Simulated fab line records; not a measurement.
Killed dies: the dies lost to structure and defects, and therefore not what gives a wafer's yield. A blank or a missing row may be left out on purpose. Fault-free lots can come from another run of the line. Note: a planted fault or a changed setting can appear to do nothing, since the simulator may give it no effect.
Which of the tools did it? -- flow sky130 -- 14 lots with 42 wafers sampled at 2 steps, on a route of 708 steps

== WHAT THE GAUGES READ, wafer by wafer ==
SKY_SD_N_TW_MEAS_12.
lot,measured,on,SD_N_TW
L382,day 27 20:26,film metro-01,4002 4003 3995
L383,day 28 04:26,film metro-03,3950 3942 3934
L384,day 28 04:44,film metro-01,4012 4002 4008
L385,day 28 20:01,film metro-04,4008 4010 4007
L386,day 30 12:49,film metro-03,3935 3950 3962
L389,day 30 16:27,film metro-03,3984 3967 3960
L390,day 31 00:01,film metro-03,3927 3943 3933
L394,day 32 03:32,film metro-03,3933 3932 3961
L397,day 32 22:19,film metro-03,3967 3959 3965
L400,day 34 00:49,film metro-01,4039 4042 4041
L402,day 34 12:50,film metro-04,4042 4030 4047
L401,day 34 13:10,film metro-04,4054 4033 4053
L404,day 35 10:10,film metro-04,3990 4012 4010
L405,day 35 11:09,film metro-01,4015 4049 4000

SKY_SD_N_RS_MEAS_16: measurement is done with a four-point probe.
lot,measured,on,SD_N_RS (ohm/sq)
L382,day 27 20:43,film metro-03,68.50 68.72 68.63
L383,day 28 04:44,film metro-04,68.56 68.48 68.43
L384,day 28 05:02,film metro-03,68.54 68.67 68.70
L385,day 28 20:19,film metro-01,68.36 68.64 68.34
L386,day 30 13:05,film metro-04,68.50 68.40 68.41
L389,day 30 16:49,film metro-01,68.75 68.61 68.63
L390,day 31 00:20,film metro-04,68.60 68.57 68.67
L394,day 32 03:50,film metro-04,68.47 68.55 68.59
L397,day 32 22:37,film metro-01,68.54 68.42 68.39
L400,day 34 01:08,film metro-04,68.51 68.56 68.47
L402,day 34 13:08,film metro-01,68.48 68.45 68.47
L401,day 34 13:28,film metro-04,68.39 68.34 68.46
L404,day 35 10:30,film metro-01,68.57 68.54 68.74
L405,day 35 11:28,film metro-04,68.58 68.65 68.65

== WHICH TOOL RAN EACH LOT (tool, then ch and the chambers of the sampled wafers, then the start) ==
The record shows no process step preceding these readings.

== AS READ BY THE TOOLS THEMSELVES (means over the sampled wafers that have a number; for cases with no such wafer, the mark the record gives instead) ==
The record holds no such reading with a usual standard deviation.

== THE ANSWER, worked out from the rows above alone ==
Rule: the lots themselves supply what counts as usual. The widest of any qualifying gaps counts: lots, ordered by their means at a reading, are off when they make up no more than a third of the lots, leave a main group of 4 or more, and stand apart from it by 3 or more times the standard deviation of that group's means. If all means in a main group match to the digits the tables above print for the reading, that group is not used. Also off: a lot with no number at a reading for which 4 or more lots have one. The other lots that the step has rows for count as sound. After the gauges, taken in route order, come the tools' own readings; for these a lot's mean is taken, as printed above. The first step at which some lot is off is used, and at that step the reading that is off furthest; a lot without a number counts as furthest.
Nothing can be told from this: no lot is off at any reading shown.

== WHAT THE SIMULATOR HAD INSERTED ==
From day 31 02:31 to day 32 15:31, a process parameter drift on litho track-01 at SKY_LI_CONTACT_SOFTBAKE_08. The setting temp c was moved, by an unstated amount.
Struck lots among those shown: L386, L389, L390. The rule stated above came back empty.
